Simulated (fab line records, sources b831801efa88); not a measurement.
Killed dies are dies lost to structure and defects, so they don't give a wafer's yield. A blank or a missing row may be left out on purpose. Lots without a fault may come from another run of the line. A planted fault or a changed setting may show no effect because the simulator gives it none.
fab line records | flow gf180mcu
record lots=7 wafers=21 last_day=34
route steps=602 shown LVPWELL@60 MVSD@66
lots that met no fault: from a run of the same line without faults
start_h: hours from the record's first day to the start of the lot's first wafer shown | wait_h: hours since the lot's step before | " the same as in the row above | L1.1+2: a row that stands for several wafers | - no value, or no start given | * or withheld: withheld | < > ~ a bound
route shown NAME@n: a module of which the file shows steps, and the number in the route of the first | usual: mean/standard deviation of fault-free wafers | same: alike in all rows | chamber/n: place in a boat | sites: the reading at each site | _std_site: their standard deviation | _edge_site: outer sites' mean less inner sites' | radius_mm: how far each site lies from the wafer's centre | mask NAME#n: copy n | behind: the tool/chamber that last shaped the wafer | hold: why the lot was held/for how many hours/how that ended | device: the transistor (n, p or np) that didn't switch | end of line: the same wafers' tests at the end of the route | a step without rows: its recipe alone | killed: dies lost to structure and defects at the first sort, not the wafer's yield | map: a wafer's dies, x killed, . not, _ none there
set.NAME: the setting as run; set.NAME@STEP: as run at that earlier step | model.NAME: the simulator's own value behind a step, which no gauge read
lots at some steps of the route; a table a step, a row a wafer
services: from which hour (start_h, from the record's first day; less than 0 if before it) a tool's chamber was out of use, for how many hours, and why
## steps
# step GF_LVPWELL_DEVELOP_06
# recipe wall_angle_deg=90 develop_time_s=60 dev_temp_c=23
# step GF_LVPWELL_OVL_MEAS_07
# usual LVPWELL_OVL=-0.8/1.4
# columns lot.wafer tool chamber start_h wait_h LVPWELL_OVL[nm]
L589.2 overlay-02 - 69.36 - 0.3
L589.3 " - " " -0.1
L589.4 " - " " 1.8
L597.1 overlay-02 - 113.82 - -1.4
L597.2 " - " " -2.9
L597.5 " - " " -2.0
L602.3 overlay-02 - 142.96 - -1.3
L602.4 " - " " 0.6
L602.5 " - " " -1.3
L603.3 overlay-01 - 148.16 - -0.9
L603.5 " - " " 0.2
L603.6 " - " " -0.5
L604.1 overlay-01 - 153.47 - -0.7
L604.5 " - " " -0.5
L604.6 " - " " -2.2
L608.2 overlay-02 - 180.83 - -1.1
L608.5 " - " " -1.0
L608.6 " - " " 0.1
L612.2 overlay-01 - 199.11 - 1.2
L612.3 " - " " 0.5
L612.4 " - " " -1.0
# step GF_LVPWELL_IMPLANT_08
# recipe species=B energy_kev=171.8 dose_cm2=1.5e+13 tilt_deg=0
# step GF_LVPWELL_IMPLANT_09
# recipe species=B energy_kev=60 dose_cm2=5e+12 tilt_deg=0
# step GF_LVPWELL_STRIP_10
# recipe chemistry=O2/N2 power_w=1400 pressure_mtorr=1500 platen_temp_c=250 o2_flow_sccm=3000 n2_flow_sccm=300 overash_fraction=0.5
# usual drypump_motor_current_A=5.8/0.42 heater_power_w=300/27 n2_flow_sccm=300.0/0.88 oes_product_au=0.722/0.0043 strip_time_to_endpoint_s=36.97/0.11
# columns lot.wafer tool chamber start_h wait_h drypump_motor_current_A heater_power_w n2_flow_sccm oes_product_au rf_hours_counter_h strip_time_to_endpoint_s
L589.2 plasma_asher-04 1 69.69 0.1 5.0 330 300.1 0.720 44 36.96
L589.3 " 1 " " 5.0 332 299.2 0.725 - 36.83
L589.4 " 0 " " 6.3 308 300.5 0.725 - 36.95
L597.1 plasma_asher-03 0 114.16 0.1 5.8 265 300.8 0.719 44 37.08
L597.2 " 1 " " 6.1 324 301.1 0.726 44 37.11
L597.5 " 0 " " 5.8 257 300.9 0.724 - 37.08
L602.3 plasma_asher-04 1 143.32 0.1 5.0 337 299.8 0.726 - 36.78
L602.4 " 0 " " 6.3 297 300.2 0.709 - 36.88
L602.5 " 1 " " 5.0 329 299.8 0.716 - 36.74
L603.3 plasma_asher-04 1 148.52 0.1 5.0 331 301.3 0.725 - 37.15
L603.5 " 1 " " 5.0 332 300.0 0.723 - 37.14
L603.6 " 0 " " 6.3 302 299.3 0.728 - 37.12
L604.1 plasma_asher-02 0 153.81 0.1 6.0 268 299.0 0.725 4 36.88
L604.5 " 1 " " 5.6 308 300.7 0.726 - 36.90
L604.6 " 0 " " 6.0 277 299.5 0.718 - 36.97
L608.2 plasma_asher-02 0 181.16 0.1 5.9 275 299.9 0.719 6 36.93
L608.5 " 0 " " 6.0 265 299.3 0.727 - 37.00
L608.6 " 1 " " 5.6 302 301.4 0.719 - 36.95
L612.2 plasma_asher-03 0 199.44 0.1 5.8 260 301.5 0.720 53 36.90
L612.3 " 1 " " 6.1 318 298.7 0.723 - 36.83
L612.4 " 0 " " 5.8 257 299.9 0.727 - 36.96
# step GF_LVPWELL_TW_MEAS_11
# usual LVPWELL_TW=562/3.6
# columns lot.wafer tool chamber start_h wait_h LVPWELL_TW
L589.2 film_metro-01 - 69.80 0.1 561
L589.3 " - " " 562
L589.4 " - " " 566
L597.1 film_metro-01 - 114.26 0.1 567
L597.2 " - " " 571
L597.5 " - " " 570
L602.3 film_metro-01 - 143.41 0.1 566
L602.4 " - " " 561
L602.5 " - " " 564
L603.3 film_metro-01 - 148.61 0.1 561
L603.5 " - " " 561
L603.6 " - " " 565
L604.1 film_metro-01 - 153.91 0.1 559
L604.5 " - " " 561
L604.6 " - " " 561
L608.2 film_metro-04 - 181.27 0.1 562
L608.5 " - " " 559
L608.6 " - " " 563
L612.2 film_metro-01 - 199.55 0.1 558
L612.3 " - " " 558
L612.4 " - " " 562
# step GF_MVSD_DEHYDRATE_00
# recipe temp_c=200 time_s=60
# step GF_MVSD_HMDS_01
# recipe prime_time_s=60 prime_temp_c=120
# step GF_MVSD_COAT_02
# recipe spin_rpm=2000 resist_thk_nm=3000
# step GF_MVSD_SOFTBAKE_03
# recipe temp_c=110 time_s=withheld
# step GF_MVSD_EXPOSE_04
# recipe mask_id=MVSD target_cd_nm=1000 na=0.6 source_shape=conventional sigma_outer=0.6 dose_mj=260
# step GF_MVSD_PEB_05
# recipe temp_c=115 time_s=withheld
# step GF_MVSD_DEVELOP_06
# recipe wall_angle_deg=90 develop_time_s=60 dev_temp_c=23
# usual chill_plate_temp_C=23.03/0.12 develop_time_s=60/0 developer_temp_C=23.01/0.099 resist_line_temp_C=22.95/0.11
# columns lot.wafer tool chamber start_h wait_h chill_plate_temp_C develop_time_s developer_temp_C resist_line_temp_C
L589.2 litho_track-01 0 83 - 23.13 60 22.93 22.99
L589.3 " 0 " " 23.14 60 23.01 22.86
L589.4 " 0 " " 23.09 60 23.12 22.89
L597.1 litho_track-01 0 129 - 23.21 60 23.06 23.00
L597.2 " 0 " " 23.29 60 22.98 22.96
L597.5 " 0 " " 23.09 60 23.12 23.03
L602.3 litho_track-04 - 159 - - - - -
L602.4 " - " " - - - -
L602.5 " - " " - - - -
L603.3 litho_track-04 - 164 - - - - -
L603.5 " - " " - - - -
L603.6 " - " " - - - -
L604.1 litho_track-01 - 169 - - - - -
L604.5 " - 170 - - - - -
L604.6 " - " " - - - -
L608.2 litho_track-04 0 197 - 23.22 60 22.97 22.97
L608.5 " 0 198 - 22.96 60 23.00 23.03
L608.6 " 0 " " 23.00 60 23.06 23.16
L612.2 litho_track-04 0 217 - 23.08 60 22.94 22.97
L612.3 " 0 " " 23.02 60 23.01 23.10
L612.4 " 0 " " 23.06 60 22.93 23.01
# step GF_MVSD_OVL_MEAS_07
# usual MVSD_OVL=1.3/1.4
# columns lot.wafer tool chamber start_h wait_h MVSD_OVL[nm]
L589.2 overlay-01 - 83.16 - -0.7
L589.3 " - " " 1.4
L589.4 " - " " -0.7
L597.1 overlay-02 - 129.71 - 0.5
L597.2 " - " " 0.2
L597.5 " - " " 2.4
L602.3 overlay-01 - 159.26 - -
L602.4 " - " " -
L602.5 " - " " -
L603.3 overlay-01 - 164.91 - -
L603.5 " - " " -
L603.6 " - " " -
L604.1 overlay-02 - 170.10 - -
L604.5 " - " " -
L604.6 " - " " -
L608.2 overlay-02 - 198.11 - 1.1
L608.5 " - " " 2.4
L608.6 " - " " 0.9
L612.2 overlay-02 - 217.21 - 2.0
L612.3 " - " " 0.9
L612.4 " - " " 1.7
## services
# columns tool chamber start_h hours kind
plasma_asher-02 - 78.07 2.8 pm
plasma_asher-02 - 108.77 9.0 pm
plasma_asher-02 0 108.77 9.0 vent_cycle
plasma_asher-02 1 108.77 9.0 vent_cycle
plasma_asher-02 0 117.77 - clean
plasma_asher-02 1 117.77 - clean
plasma_asher-02 - 137.76 1.3 repair
plasma_asher-04 - 164.75 2.8 pm
plasma_asher-04 - 179.40 5.9 pm
plasma_asher-02 - 187.70 2.2 repair
## key
first_sign step=GF_MVSD_DEVELOP_06 reading=tool_record direction=missing
effect none on later readings
met_at GF_MVSD_DEVELOP_06
struck_wafers L602.3,L602.4,L602.5,L603.3,L603.5,L603.6,L604.1,L604.5,L604.6
sort_left_out L602.3,L602.4,L602.5,L603.3,L603.5,L603.6,L604.1,L604.5,L604.6
tester_left_out L602,L603,L604
onset_between 129 159
fault kind=skipped_step_whole tool=litho_track-01,litho_track-04 chamber=- onset_h=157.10 steps=GF_MVSD_DEVELOP_06 scope=struck_lots_only
# tester_left_out: of these lots the tester's yield and bins aren't shown, on N5 and GAA mostly nor the transistor test; their killed dies are dies lost to structure and defects alone, not to doping, threshold or leakage, so they don't give the yield
# sort_left_out: the simulated sort isn't trusted on such a fault, so these wafers' sort isn't shown, and their yield isn't known
